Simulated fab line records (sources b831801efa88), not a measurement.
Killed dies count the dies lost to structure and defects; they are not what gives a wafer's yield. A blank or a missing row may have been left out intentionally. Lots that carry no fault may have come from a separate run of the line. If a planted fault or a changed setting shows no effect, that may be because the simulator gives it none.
fab line records	flow sky130
[record] lots = 14	wafers = 42	lastDay = 50
route steps=708 shown PWDE@53 VT_ADJUST_HVTP@93 VT_ADJUST_LVTN@115 PAD_OPEN@708
lots untouched by any fault: they come from a run of this same line in which no faults occurred
startH: the number of hours between the record's first day and the start of the first shown wafer of the lot	waitH: how many hours have passed since the lot's step before this one	" same as the row above	L1.1+2: a single row standing in for several wafers	- either no value or no given start	* or withheld: withheld	< > ~ a bound
route shown NAME@n: a module of which the file shows steps, and the number in the route of the first	usual: mean/standard deviation of fault-free wafers	same: alike in all rows	chamber/n: place in a boat	sites: each site's reading	_std_site: standard deviation across them	_edge_site: mean of outer sites minus mean of inner sites	radiusMm: for every site, how far away it sits from the centre of the wafer	mask NAME#n: copy n	behind: tool/chamber where the wafer was last shaped	hold: why the lot went on hold/how many hours it stayed there/how the hold came to an end	device: names the non-switching transistor (n, p or np)	end of line: the tests these same wafers got at the end of their route	a step with no rows: only its recipe	killed: dies that structure and defects cost at the first sort, which is not the same as the wafer's yield	map: a wafer's dies, marking killed ones x, the rest . and places with no die _
set.NAME: the run value of the setting; set.NAME@STEP: its run value at that earlier step	model.NAME: the simulator's own value behind a step, which no gauge read
one table for each step of the route and one row for each wafer, over a sample of lots
services: when a tool's chamber went out of use (startH, in hours from the record's first day, below 0 if earlier), for how many hours, and the reason
[[steps]]
[step SKY_PWDE_IMPLANT_08]
[recipe] species = B	energyKev = 150	doseCm2 = 3.6e+12	tiltDeg = withheld
[usual] beamEnergyKeV = 150.01/0.047
lot.wafer	tool	chamber	startH	waitH	beamEnergyKeV
L354.1	implanter-03	0	72.68	0.0	149.97
L354.2	"	0	"	"	150.02
L354.6	"	0	"	"	150.03
L355.3	implanter-03	0	78.45	0.1	149.98
L355.4	"	0	"	"	150.08
L355.5	"	0	"	"	150.02
L356.2	implanter-01	0	85.52	0.0	150.02
L356.3	"	0	"	"	150.00
L356.4	"	0	"	"	149.96
L357.1	implanter-02	0	93.38	0.0	150.09
L357.3	"	0	"	"	150.04
L357.6	"	0	"	"	150.01
L358.3	implanter-03	0	98.85	0.1	149.99
L358.4	"	0	"	"	149.96
L358.6	"	0	"	"	150.00
L360.2	implanter-01	0	109.83	0.0	149.90
L360.3	"	0	"	"	149.87
L360.5	"	0	"	"	149.95
L364.1	implanter-01	0	133.50	0.0	139.47
L364.4	"	0	"	"	139.56
L364.6	"	0	"	"	139.50
L365.2	implanter-01	0	141.32	0.0	139.54
L365.3	"	0	"	"	139.47
L365.4	"	0	"	"	139.57
L366.1	implanter-01	0	146.76	0.0	139.51
L366.3	"	0	"	"	139.47
L366.4	"	0	"	"	139.50
L369.1	implanter-02	0	158.06	0.0	149.99
L369.2	"	0	"	"	150.03
L369.5	"	0	"	"	149.99
L370.3	implanter-02	0	165.06	0.1	149.97
L370.5	"	0	"	"	150.01
L370.6	"	0	"	"	150.06
L373.1	implanter-02	0	181.00	0.0	150.04
L373.3	"	0	"	"	149.96
L373.6	"	0	"	"	149.96
L374.1	implanter-02	0	189.63	0.0	150.02
L374.3	"	0	"	"	149.97
L374.6	"	0	"	"	149.96
L375.1	implanter-02	0	192.06	0.0	150.02
L375.4	"	0	"	"	149.98
L375.6	"	0	"	"	150.04
[step SKY_VT_ADJUST_HVTP_OVL_MEAS_08]
[usual] VT_ADJUST_HVTP_OVL = 0.5/1.3
lot.wafer	tool	chamber	startH	waitH	VT_ADJUST_HVTP_OVL[nm]
L354.1	overlay-01	-	126.04	0.1	-1.5
L354.2	"	-	"	"	-0.2
L354.6	"	-	"	"	-2.0
L355.3	overlay-02	-	132.36	0.1	-0.6
L355.4	"	-	"	"	1.0
L355.5	"	-	"	"	1.8
L356.2	overlay-01	-	139.65	0.1	0.0
L356.3	"	-	"	"	1.0
L356.4	"	-	"	"	1.2
L357.1	overlay-01	-	149.21	0.1	-0.2
L357.3	"	-	"	"	0.0
L357.6	"	-	"	"	0.5
L358.3	overlay-01	-	154.77	0.1	0.8
L358.4	"	-	"	"	-1.3
L358.6	"	-	"	"	1.5
L360.2	overlay-02	-	168.10	0.1	0.7
L360.3	"	-	"	"	0.0
L360.5	"	-	"	"	0.8
L364.1	overlay-01	-	194.86	0.1	-0.2
L364.4	"	-	"	"	1.3
L364.6	"	-	"	"	1.2
L365.2	overlay-02	-	203.70	0.1	0.0
L365.3	"	-	"	"	1.0
L365.4	"	-	"	"	0.1
L366.1	overlay-01	-	209.70	0.1	2.1
L366.3	"	-	"	"	0.7
L366.4	"	-	"	"	2.9
L369.1	overlay-02	-	222.46	0.1	-1.8
L369.2	"	-	"	"	-1.7
L369.5	"	-	"	"	-0.1
L370.3	overlay-02	-	229.96	0.1	0.1
L370.5	"	-	"	"	-0.5
L370.6	"	-	"	"	0.2
L373.1	overlay-02	-	249.19	0.1	1.6
L373.3	"	-	"	"	0.6
L373.6	"	-	"	"	2.5
L374.1	overlay-02	-	257.59	0.1	2.6
L374.3	"	-	"	"	0.5
L374.6	"	-	"	"	-1.0
L375.1	overlay-01	-	261.71	0.1	2.1
L375.4	"	-	"	"	0.7
L375.6	"	-	"	"	0.1
[step SKY_VT_ADJUST_LVTN_OVL_MEAS_18]
[usual] VT_ADJUST_LVTN_01_OVL = -0.9/1.3
lot.wafer	tool	chamber	startH	waitH	VT_ADJUST_LVTN_01_OVL[nm]
L354.1	overlay-02	-	165.11	0.1	-1.8
L354.2	"	-	"	"	1.3
L354.6	"	-	"	"	-0.1
L355.3	overlay-02	-	171.47	0.1	-2.0
L355.4	"	-	"	"	-0.4
L355.5	"	-	"	"	0.1
L356.2	overlay-01	-	179.42	0.1	-1.3
L356.3	"	-	"	"	1.7
L356.4	"	-	"	"	-2.5
L357.1	overlay-02	-	191.11	0.1	0.3
L357.3	"	-	"	"	1.8
L357.6	"	-	"	"	0.2
L358.3	overlay-02	-	196.50	0.1	-1.1
L358.4	"	-	"	"	-0.9
L358.6	"	-	"	"	-3.9
L360.2	overlay-01	-	209.88	0.1	-1.7
L360.3	"	-	"	"	0.0
L360.5	"	-	"	"	-0.6
L364.1	overlay-01	-	239.94	0.1	-0.8
L364.4	"	-	"	"	-0.7
L364.6	"	-	"	"	-1.7
L365.2	overlay-02	-	249.53	0.1	-1.6
L365.3	"	-	"	"	-2.0
L365.4	"	-	"	"	-3.4
L366.1	overlay-02	-	256.08	0.1	-3.7
L366.3	"	-	"	"	-3.0
L366.4	"	-	"	"	-1.0
L369.1	overlay-02	-	269.48	0.1	-1.1
L369.2	"	-	"	"	0.0
L369.5	"	-	"	"	-0.9
L370.3	overlay-01	-	275.39	0.1	-1.0
L370.5	"	-	"	"	-0.1
L370.6	"	-	"	"	-1.6
L373.1	overlay-01	-	295.90	0.1	0.9
L373.3	"	-	"	"	-0.7
L373.6	"	-	"	"	0.5
L374.1	overlay-01	-	305.44	0.1	0.9
L374.3	"	-	"	"	0.4
L374.6	"	-	"	"	-0.2
L375.1	overlay-02	-	307.88	0.1	-1.4
L375.4	"	-	"	"	-2.0
L375.6	"	-	"	"	-0.2
[step SKY_VT_ADJUST_LVTN_TW_MEAS_21]
[usual] VT_ADJUST_LVTN_2_TW = 187.8/1.5
lot.wafer	tool	chamber	startH	waitH	VT_ADJUST_LVTN_2_TW
L354.1	filmMetro-01	-	165.40	0.1	185.4
L354.2	"	-	"	"	185.9
L354.6	"	-	"	"	185.8
L355.3	filmMetro-01	-	171.77	0.1	187.1
L355.4	"	-	"	"	186.4
L355.5	"	-	"	"	187.5
L356.2	filmMetro-04	-	179.71	0.1	188.3
L356.3	"	-	"	"	190.2
L356.4	"	-	"	"	189.8
L357.1	filmMetro-03	-	191.40	0.1	187.9
L357.3	"	-	"	"	188.1
L357.6	"	-	"	"	187.3
L358.3	filmMetro-04	-	196.80	0.1	189.5
L358.4	"	-	"	"	190.0
L358.6	"	-	"	"	189.4
L360.2	filmMetro-01	-	210.17	0.1	186.3
L360.3	"	-	"	"	186.3
L360.5	"	-	"	"	186.3
L364.1	filmMetro-03	-	240.23	0.1	189.0
L364.4	"	-	"	"	189.1
L364.6	"	-	"	"	190.0
L365.2	filmMetro-04	-	249.82	0.1	188.5
L365.3	"	-	"	"	188.6
L365.4	"	-	"	"	187.7
L366.1	filmMetro-01	-	256.36	0.1	185.5
L366.3	"	-	"	"	186.8
L366.4	"	-	"	"	186.7
L369.1	filmMetro-04	-	269.76	0.1	186.4
L369.2	"	-	"	"	187.2
L369.5	"	-	"	"	187.7
L370.3	filmMetro-03	-	275.68	0.1	188.1
L370.5	"	-	"	"	188.5
L370.6	"	-	"	"	186.9
L373.1	filmMetro-04	-	296.18	0.1	188.4
L373.3	"	-	"	"	187.9
L373.6	"	-	"	"	188.6
L374.1	filmMetro-03	-	305.73	0.1	189.0
L374.3	"	-	"	"	188.9
L374.6	"	-	"	"	189.0
L375.1	filmMetro-03	-	308.16	0.1	189.3
L375.4	"	-	"	"	190.2
L375.6	"	-	"	"	190.4
[step SKY_PAD_OPEN_PROBE_99]
[usual] killed_at_M0_to_M3 = 42/6.1	killed_at_M4_up = 3.1/1.7	killedAtContacts = 24/5.5	killedAtFrontEnd = 16/4.1	killedAtOther = 0.3/0.57	killedDies = 86/8.2	killedOpen = 47/6.8	killedShort = 38/5.8
[same] grossDies = 492	killedAtBackSide = 0
lot.wafer	tool	chamber	startH	waitH	killed_at_M0_to_M3	killed_at_M4_up	killedAtContacts	killedAtFrontEnd	killedAtOther	killedDies	killedOpen	killedShort
L354.1	prober-01	-	1080.15	0.1	47	4	17	13	0	81	42	39
L354.2	prober-01	-	1080.20	0.1	40	1	25	16	2	84	44	38
L354.6	prober-01	-	1080.40	0.2	38	0	21	7	0	66	32	34
L355.3	prober-02	-	1092.81	0.2	44	1	17	11	1	74	39	35
L355.4	prober-02	-	1092.86	0.2	38	5	21	15	0	79	36	43
L355.5	prober-02	-	1092.91	0.2	43	6	23	15	0	87	33	54
L356.2	prober-01	-	1095.65	0.1	49	5	21	15	0	90	47	43
L356.3	prober-01	-	1095.70	0.2	56	6	15	18	1	96	46	49
L356.4	prober-01	-	1095.75	0.2	52	0	15	16	0	83	51	32
L357.1	prober-02	-	1106.28	0.1	48	1	37	14	1	101	60	39
L357.3	prober-02	-	1106.38	0.2	49	1	32	15	0	97	51	45
L357.6	prober-02	-	1106.53	0.2	43	4	20	11	0	78	35	41
L358.3	prober-01	-	1112.11	0.2	44	1	25	14	1	85	47	38
L358.4	prober-01	-	1112.16	0.2	40	1	25	20	0	86	51	35
L358.6	prober-01	-	1112.26	0.2	39	6	26	14	0	85	42	43
L360.2	prober-01	-	1117.44	0.1	42	3	27	18	0	90	56	33
L360.3	prober-01	-	1117.49	0.2	39	3	26	13	0	81	43	37
L360.5	prober-01	-	1117.59	0.2	34	4	17	13	0	68	38	29
L364.1	prober-01	-	1145.21	0.1	39	1	23	19	0	82	40	42
L364.4	prober-01	-	1145.36	0.2	36	3	24	22	1	86	45	40
L364.6	prober-01	-	1145.46	0.2	32	2	16	21	1	72	31	40
L365.2	prober-02	-	1150.91	0.1	48	2	15	29	0	94	53	39
L365.3	prober-02	-	1150.96	0.2	30	3	33	15	0	81	44	36
L365.4	prober-02	-	1151.01	0.2	44	1	24	17	1	87	48	39
L366.1	prober-01	-	1153.74	0.1	30	4	29	15	0	78	43	35
L366.3	prober-01	-	1153.84	0.2	32	7	28	12	0	79	49	30
L366.4	prober-01	-	1153.89	0.2	44	4	26	15	1	90	50	40
L369.1	prober-02	-	1164.83	0.1	39	2	25	19	0	85	50	35
L369.2	prober-02	-	1164.88	0.1	47	5	21	19	0	92	55	37
L369.5	prober-02	-	1165.03	0.2	48	5	17	16	0	86	41	44
L370.3	prober-01	-	1168.29	0.2	33	7	24	19	0	83	45	38
L370.5	prober-01	-	1168.39	0.2	40	1	22	21	1	85	44	40
L370.6	prober-01	-	1168.44	0.2	57	4	24	17	0	102	59	42
L373.1	prober-02	-	1182.21	0.1	42	4	29	15	1	91	57	33
L373.3	prober-02	-	1182.31	0.2	33	5	29	12	0	79	51	28
L373.6	prober-02	-	1182.46	0.2	50	3	16	28	1	98	52	45
L374.1	prober-01	-	1189.90	0.1	41	4	18	23	1	87	47	40
L374.3	prober-01	-	1190.00	0.2	47	2	21	15	0	85	41	43
L374.6	prober-01	-	1190.15	0.2	46	2	36	8	2	94	49	44
L375.1	prober-02	-	1192.64	0.1	47	3	25	9	1	85	49	36
L375.4	prober-02	-	1192.79	0.2	46	1	24	17	2	90	47	42
L375.6	prober-02	-	1192.89	0.2	32	5	29	17	0	83	43	40
// killed by level:class
L354.1 VIA1:geometricParticle:open=8 VIA2:geometricParticle:open=7 VIA1:geometricParticle:short=7 VIA3:geometricParticle:open=6 METAL1:geometricParticle:short=6 FIELD_ISO:geometricParticle:open=5 POLY_GATE:geometricParticle:short=5 VIA3:geometricParticle:short=5
L354.2 LI_CONTACT:geometricParticle:open=9 VIA1:geometricParticle:open=9 LOCAL_INTERCONNECT:geometricParticle:short=7 VIA3:geometricParticle:open=7 VIA1:geometricParticle:short=5 VIA2:geometricParticle:open=5 FIELD_ISO:geometricParticle:open=4 FIELD_ISO:geometricParticle:short=4
L354.6 CONTACT:geometricParticle:open=7 CONTACT:geometricParticle:short=7 VIA1:geometricParticle:short=6 VIA2:geometricParticle:open=6 VIA3:geometricParticle:open=6 METAL2:geometricParticle:short=5 VIA1:geometricParticle:open=5 LOCAL_INTERCONNECT:geometricParticle:short=4
L355.3 VIA2:geometricParticle:open=10 VIA1:geometricParticle:open=9 LI_CONTACT:geometricParticle:open=7 METAL1:geometricParticle:short=6 FIELD_ISO:geometricParticle:open=5 METAL2:geometricParticle:short=5 VIA2:geometricParticle:short=5 LI_CONTACT:geometricParticle:short=4
L355.4 VIA2:geometricParticle:open=8 CONTACT:geometricParticle:open=7 METAL1:geometricParticle:short=7 VIA1:geometricParticle:open=6 POLY_GATE:geometricParticle:short=5 LI_CONTACT:geometricParticle:open=5 FIELD_ISO:geometricParticle:short=4 VIA1:geometricParticle:short=4
L355.5 VIA1:geometricParticle:short=11 VIA1:geometricParticle:open=7 CONTACT:geometricParticle:short=7 FIELD_ISO:geometricParticle:open=5 VIA3:geometricParticle:short=5 LOCAL_INTERCONNECT:geometricParticle:short=5 CONTACT:geometricParticle:open=5 VIA2:geometricParticle:open=5
L356.2 VIA1:geometricParticle:open=16 VIA1:geometricParticle:short=7 VIA2:geometricParticle:open=7 LI_CONTACT:geometricParticle:open=6 CONTACT:geometricParticle:open=5 POLY_GATE:geometricParticle:short=5 LOCAL_INTERCONNECT:geometricParticle:short=5 VIA2:geometricParticle:short=5
L356.3 METAL3:geometricParticle:short=10 POLY_GATE:geometricParticle:open=9 VIA1:geometricParticle:open=8 VIA2:geometricParticle:open=8 POLY_GATE:geometricParticle:short=6 VIA3:geometricParticle:open=6 VIA1:geometricParticle:short=5 LI_CONTACT:geometricParticle:open=4
L356.4 VIA1:geometricParticle:open=14 METAL1:geometricParticle:short=7 CONTACT:geometricParticle:open=6 METAL2:geometricParticle:short=6 FIELD_ISO:geometricParticle:open=5 VIA2:geometricParticle:open=5 METAL1:geometricParticle:open=5 VIA3:geometricParticle:open=5
L357.1 CONTACT:geometricParticle:open=14 VIA1:geometricParticle:open=10 VIA3:geometricParticle:open=10 LI_CONTACT:geometricParticle:open=9 VIA1:geometricParticle:short=9 LI_CONTACT:geometricParticle:short=7 METAL3:geometricParticle:short=6 LOCAL_INTERCONNECT:geometricParticle:short=5
L357.3 VIA1:geometricParticle:open=11 CONTACT:geometricParticle:open=10 LI_CONTACT:geometricParticle:open=10 VIA3:geometricParticle:short=8 METAL1:geometricParticle:short=7 VIA2:geometricParticle:open=7 CONTACT:geometricParticle:short=5 LOCAL_INTERCONNECT:geometricParticle:short=5
L357.6 VIA3:geometricParticle:open=9 CONTACT:geometricParticle:open=7 FIELD_ISO:geometricParticle:short=5 METAL3:geometricParticle:short=5 METAL2:geometricParticle:short=5 VIA3:geometricParticle:short=5 CONTACT:geometricParticle:short=4 VIA1:geometricParticle:short=4
L358.3 VIA1:geometricParticle:open=10 CONTACT:geometricParticle:open=9 VIA3:geometricParticle:open=8 LI_CONTACT:geometricParticle:open=6 POLY_GATE:geometricParticle:open=5 CONTACT:geometricParticle:short=5 POLY_GATE:geometricParticle:short=4 METAL1:geometricParticle:short=4
L358.4 VIA1:geometricParticle:short=10 VIA2:geometricParticle:open=10 CONTACT:geometricParticle:open=9 LI_CONTACT:geometricParticle:open=8 POLY_GATE:geometricParticle:open=6 POLY_GATE:geometricParticle:short=6 VIA1:geometricParticle:open=6 VIA3:geometricParticle:open=5
L358.6 VIA3:geometricParticle:open=9 CONTACT:geometricParticle:short=8 LI_CONTACT:geometricParticle:open=7 VIA1:geometricParticle:open=7 LOCAL_INTERCONNECT:geometricParticle:short=5 METAL1:geometricParticle:short=5 VIA1:geometricParticle:short=5 CONTACT:geometricParticle:open=4
L360.2 VIA2:geometricParticle:open=13 CONTACT:geometricParticle:open=11 LI_CONTACT:geometricParticle:open=8 VIA3:geometricParticle:open=6 FIELD_ISO:geometricParticle:open=5 POLY_GATE:geometricParticle:open=5 POLY_GATE:geometricParticle:short=5 VIA1:geometricParticle:open=5
L360.3 CONTACT:geometricParticle:open=9 LI_CONTACT:geometricParticle:open=8 VIA1:geometricParticle:open=8 VIA2:geometricParticle:open=8 METAL2:geometricParticle:short=7 FIELD_ISO:geometricParticle:short=5 LOCAL_INTERCONNECT:geometricParticle:short=4 CONTACT:geometricParticle:short=4
L360.5 VIA3:geometricParticle:open=8 METAL1:geometricParticle:short=7 CONTACT:geometricParticle:open=7 LI_CONTACT:geometricParticle:open=6 METAL2:geometricParticle:short=5 POLY_GATE:geometricParticle:short=4 VIA1:geometricParticle:open=4 CONTACT:geometricParticle:short=3
L364.1 VIA1:geometricParticle:open=10 METAL2:geometricParticle:short=8 FIELD_ISO:geometricParticle:short=7 CONTACT:geometricParticle:short=7 FIELD_ISO:geometricParticle:open=5 LI_CONTACT:geometricParticle:open=5 CONTACT:geometricParticle:open=5 VIA2:geometricParticle:open=5
L364.4 VIA2:geometricParticle:open=8 LI_CONTACT:geometricParticle:open=8 VIA1:geometricParticle:open=8 FIELD_ISO:geometricParticle:short=7 CONTACT:geometricParticle:open=7 FIELD_ISO:geometricParticle:open=6 CONTACT:geometricParticle:short=6 METAL1:geometricParticle:short=5
L364.6 CONTACT:geometricParticle:open=7 FIELD_ISO:geometricParticle:short=6 METAL1:geometricParticle:short=6 FIELD_ISO:geometricParticle:open=5 VIA1:geometricParticle:short=5 VIA2:geometricParticle:open=4 METAL2:geometricParticle:short=4 SONOS_ONO:geometricParticle:short=3
L365.2 VIA2:geometricParticle:open=10 FIELD_ISO:geometricParticle:open=7 VIA3:geometricParticle:open=7 VIA1:geometricParticle:short=7 METAL2:geometricParticle:short=7 FIELD_ISO:geometricParticle:short=6 POLY_GATE:geometricParticle:open=5 CONTACT:geometricParticle:open=4
L365.3 CONTACT:geometricParticle:short=11 CONTACT:geometricParticle:open=11 VIA3:geometricParticle:open=9 FIELD_ISO:geometricParticle:open=6 LI_CONTACT:geometricParticle:open=6 VIA1:geometricParticle:open=6 METAL2:geometricParticle:short=5 VIA1:geometricParticle:short=4
L365.4 VIA1:geometricParticle:open=15 CONTACT:geometricParticle:open=11 VIA3:geometricParticle:open=7 FIELD_ISO:geometricParticle:short=5 POLY_GATE:geometricParticle:open=4 POLY_GATE:geometricParticle:short=4 LI_CONTACT:geometricParticle:open=4 LOCAL_INTERCONNECT:geometricParticle:short=4
L366.1 VIA1:geometricParticle:open=11 CONTACT:geometricParticle:open=10 LI_CONTACT:geometricParticle:open=8 METAL2:geometricParticle:short=6 CONTACT:geometricParticle:short=5 POLY_GATE:geometricParticle:open=4 POLY_GATE:geometricParticle:short=4 LOCAL_INTERCONNECT:geometricParticle:short=4
L366.3 LI_CONTACT:geometricParticle:open=9 CONTACT:geometricParticle:open=9 VIA2:geometricParticle:open=9 METAL4:geometricParticle:short=5 FIELD_ISO:geometricParticle:short=4 FIELD_ISO:geometricParticle:open=4 LOCAL_INTERCONNECT:geometricParticle:short=4 METAL1:geometricParticle:short=4
L366.4 VIA1:geometricParticle:open=10 CONTACT:geometricParticle:open=8 LI_CONTACT:geometricParticle:open=7 METAL2:geometricParticle:short=7 METAL1:geometricParticle:short=6 FIELD_ISO:geometricParticle:open=5 VIA3:geometricParticle:open=5 LOCAL_INTERCONNECT:geometricParticle:short=5
L369.1 VIA1:geometricParticle:open=12 CONTACT:geometricParticle:open=8 VIA3:geometricParticle:open=8 LI_CONTACT:geometricParticle:open=7 POLY_GATE:geometricParticle:short=6 CONTACT:geometricParticle:short=6 VIA1:geometricParticle:short=6 FIELD_ISO:geometricParticle:open=5
L369.2 VIA1:geometricParticle:open=16 VIA2:geometricParticle:open=11 LI_CONTACT:geometricParticle:open=7 FIELD_ISO:geometricParticle:open=5 FIELD_ISO:geometricParticle:short=4 POLY_GATE:geometricParticle:short=4 CONTACT:geometricParticle:short=4 METAL2:geometricParticle:short=4
L369.5 VIA1:geometricParticle:open=14 CONTACT:geometricParticle:open=7 METAL1:geometricParticle:short=7 VIA2:geometricParticle:open=6 CONTACT:geometricParticle:short=5 VIA2:geometricParticle:short=5 VIA1:geometricParticle:short=5 FIELD_ISO:geometricParticle:short=4
L370.3 METAL2:geometricParticle:short=11 CONTACT:geometricParticle:open=11 LI_CONTACT:geometricParticle:open=8 METAL4:geometricParticle:short=7 VIA2:geometricParticle:open=6 VIA1:geometricParticle:open=5 POLY_CUT:geometricParticle:open=4 LOCAL_INTERCONNECT:geometricParticle:short=4
L370.5 VIA1:geometricParticle:open=11 CONTACT:geometricParticle:open=7 CONTACT:geometricParticle:short=7 POLY_GATE:geometricParticle:short=5 METAL1:geometricParticle:short=5 VIA2:geometricParticle:open=5 VIA3:geometricParticle:open=5 FIELD_ISO:geometricParticle:open=4
L370.6 VIA1:geometricParticle:open=14 CONTACT:geometricParticle:open=12 VIA3:geometricParticle:open=9 METAL1:geometricParticle:short=8 LI_CONTACT:geometricParticle:open=6 VIA1:geometricParticle:short=6 POLY_GATE:geometricParticle:short=5 METAL2:geometricParticle:short=5
L373.1 CONTACT:geometricParticle:open=13 VIA1:geometricParticle:open=10 VIA3:geometricParticle:open=10 LI_CONTACT:geometricParticle:open=8 CONTACT:geometricParticle:short=6 FIELD_ISO:geometricParticle:open=5 METAL1:geometricParticle:short=5 VIA2:geometricParticle:open=4
L373.3 CONTACT:geometricParticle:open=14 VIA1:geometricParticle:open=11 LI_CONTACT:geometricParticle:open=6 POLY_GATE:geometricParticle:open=5 VIA3:geometricParticle:open=5 CONTACT:geometricParticle:short=4 METAL4:geometricParticle:short=4 FIELD_ISO:geometricParticle:short=3
L373.6 VIA3:geometricParticle:open=9 VIA1:geometricParticle:open=8 FIELD_ISO:geometricParticle:open=7 VIA1:geometricParticle:short=7 METAL2:geometricParticle:short=7 FIELD_ISO:geometricParticle:short=6 POLY_GATE:geometricParticle:open=6 CONTACT:geometricParticle:open=6
L374.1 VIA3:geometricParticle:open=11 FIELD_ISO:geometricParticle:open=8 VIA2:geometricParticle:open=6 LI_CONTACT:geometricParticle:open=5 LOCAL_INTERCONNECT:geometricParticle:short=5 METAL2:geometricParticle:short=5 METAL1:geometricParticle:short=4 POLY_GATE:geometricParticle:short=3
L374.3 VIA3:geometricParticle:open=6 LI_CONTACT:geometricParticle:open=6 VIA2:geometricParticle:open=6 CONTACT:geometricParticle:short=5 METAL1:geometricParticle:short=5 VIA1:geometricParticle:open=5 VIA3:geometricParticle:short=5 LOCAL_INTERCONNECT:geometricParticle:short=4
L374.6 CONTACT:geometricParticle:open=14 LI_CONTACT:geometricParticle:open=10 VIA3:geometricParticle:open=9 METAL1:geometricParticle:short=9 VIA1:geometricParticle:open=7 LOCAL_INTERCONNECT:geometricParticle:short=5 VIA1:geometricParticle:short=5 METAL2:geometricParticle:short=5
L375.1 VIA1:geometricParticle:open=15 CONTACT:geometricParticle:open=8 METAL1:geometricParticle:short=7 VIA2:geometricParticle:open=7 VIA3:geometricParticle:open=6 LOCAL_INTERCONNECT:geometricParticle:short=6 LI_CONTACT:geometricParticle:open=4 LI_CONTACT:geometricParticle:short=4
L375.4 VIA1:geometricParticle:open=15 LI_CONTACT:geometricParticle:open=7 METAL1:geometricParticle:short=6 METAL2:geometricParticle:short=6 LOCAL_INTERCONNECT:geometricParticle:short=5 CONTACT:geometricParticle:open=5 VIA1:geometricParticle:short=5 FIELD_ISO:geometricParticle:short=4
L375.6 VIA1:geometricParticle:open=11 CONTACT:geometricParticle:open=8 METAL1:geometricParticle:short=8 LI_CONTACT:geometricParticle:open=6 CONTACT:geometricParticle:short=5 LOCAL_INTERCONNECT:geometricParticle:short=5 FIELD_ISO:geometricParticle:open=4 FIELD_ISO:geometricParticle:short=4
[[services]]
tool	chamber	startH	hours	kind
implanter-01	-	116.14	5.4	repair
implanter-03	-	117.05	2.8	repair
implanter-02	-	133.37	5.3	pm
implanter-02	-	149.79	3.3	repair
[[key]]
[firstSign] step = SKY_PWDE_IMPLANT_08	reading = beamEnergyKeV	direction = down	sigmas = 99+	usual = *	struck = *
effect none on later readings
metAt SKY_PWDE_IMPLANT_08
struckLots L364,L365,L366
testerLeftOut L364,L365,L366
notActingAt SKY_VT_ADJUST_HVTP_OVL_MEAS_08,SKY_VT_ADJUST_LVTN_OVL_MEAS_18,SKY_VT_ADJUST_LVTN_TW_MEAS_21
onsetBetween 109.83 133.50
[fault] kind = processParameterDrift	tool = implanter-01	chamber = -	onsetH = 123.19	steps = SKY_PWDE_IMPLANT_08	channel = energyKev	offset = *	shape = step	endH = 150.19	actsIn = *	stated = *
// testerLeftOut: of these lots the tester's yield and bins aren't shown, on N5 and GAA mostly nor the transistor test; their killed dies are dies lost to structure and defects alone, not to doping, threshold or leakage, so they don't give the yield
